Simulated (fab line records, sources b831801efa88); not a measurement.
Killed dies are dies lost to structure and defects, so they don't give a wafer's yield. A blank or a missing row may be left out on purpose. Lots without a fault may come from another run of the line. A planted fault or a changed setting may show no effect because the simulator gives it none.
Which tool did it? | flow gf180mcu | 6 lots, 18 wafers sampled, at 4 steps of a route of 602

WHAT THE GAUGES READ, wafer by wafer
GF_VT_IMPLANT_TW_MEAS_43.
lot  | measured     | on            | VT_IMPLANT_4_TW
L929 | day 8 06:23  | film_metro-01 | 683 686 683
L931 | day 8 23:07  | film_metro-01 | 689 685 687
L933 | day 9 09:40  | film_metro-01 | 692 691 693
L940 | day 11 03:31 | film_metro-04 | 655 653 653
L947 | day 13 02:19 | film_metro-04 | 697 698 695
L951 | day 14 09:56 | film_metro-04 | 699 695 700

WHICH TOOL RAN EACH LOT (tool, then ch and the chambers of the sampled wafers, then the start)
lot  | GF_VT_IMPLANT_STRIP_20               | GF_VT_IMPLANT_STRIP_31               | GF_VT_IMPLANT_STRIP_42
L929 | plasma_asher-02 ch 0,1, day 6 20:48  | plasma_asher-03 ch 0,1, day 7 13:30  | plasma_asher-03 ch 0,1, day 8 06:18
L931 | plasma_asher-03 ch 0,1, day 7 12:55  | plasma_asher-02 ch 0,1, day 8 05:39  | plasma_asher-02 ch 0,1, day 8 23:01
L933 | plasma_asher-03 ch 0,1, day 7 22:10  | plasma_asher-03 ch 0,1, day 8 15:36  | plasma_asher-04 ch 0,1, day 9 09:34
L940 | plasma_asher-04 ch 0,1, day 9 13:39  | plasma_asher-04 ch 0,1, day 10 08:19 | plasma_asher-04 ch 1, day 11 03:25
L947 | plasma_asher-04 ch 0,1, day 11 11:01 | plasma_asher-03 ch 0,1, day 12 06:31 | plasma_asher-04 ch 0,1, day 13 02:13
L951 | plasma_asher-02 ch 0,1, day 12 16:36 | plasma_asher-04 ch 0,1, day 13 12:38 | plasma_asher-02 ch 0,1, day 14 09:50
- GF_VT_IMPLANT_STRIP_20: strips in O2/N2.
- GF_VT_IMPLANT_STRIP_31: strips in O2/N2.
- GF_VT_IMPLANT_STRIP_42: strips in O2/N2.

THE ANSWER, worked out from the rows above alone
Rule: what is usual is taken from the lots themselves. Put in order of their means at a reading, lots are off if they are a third of the lots or fewer, leave a main group of 4 or more, and stand apart from it by a gap of 3 or more times the standard deviation of the main group's means; of several such gaps the widest counts. A main group whose means are all the same, to the digits that the tables above print for the reading, isn't used. A lot without any number at a reading at which 4 lots or more have one is off too. The other lots that the step has rows for count as sound.
Off: L940, at GF_VT_IMPLANT_TW_MEAS_43 (VT_IMPLANT_4_TW). The main group: mean 692, standard deviation 5.4.
A tool fits if, at a process step before that reading, it ran every lot that is off, and no sound lot after the first of them. The gauges at GF_VT_IMPLANT_TW_MEAS_43 are tried like those tools. None of those tried fits.

WHAT THE SIMULATOR HAD PUT IN
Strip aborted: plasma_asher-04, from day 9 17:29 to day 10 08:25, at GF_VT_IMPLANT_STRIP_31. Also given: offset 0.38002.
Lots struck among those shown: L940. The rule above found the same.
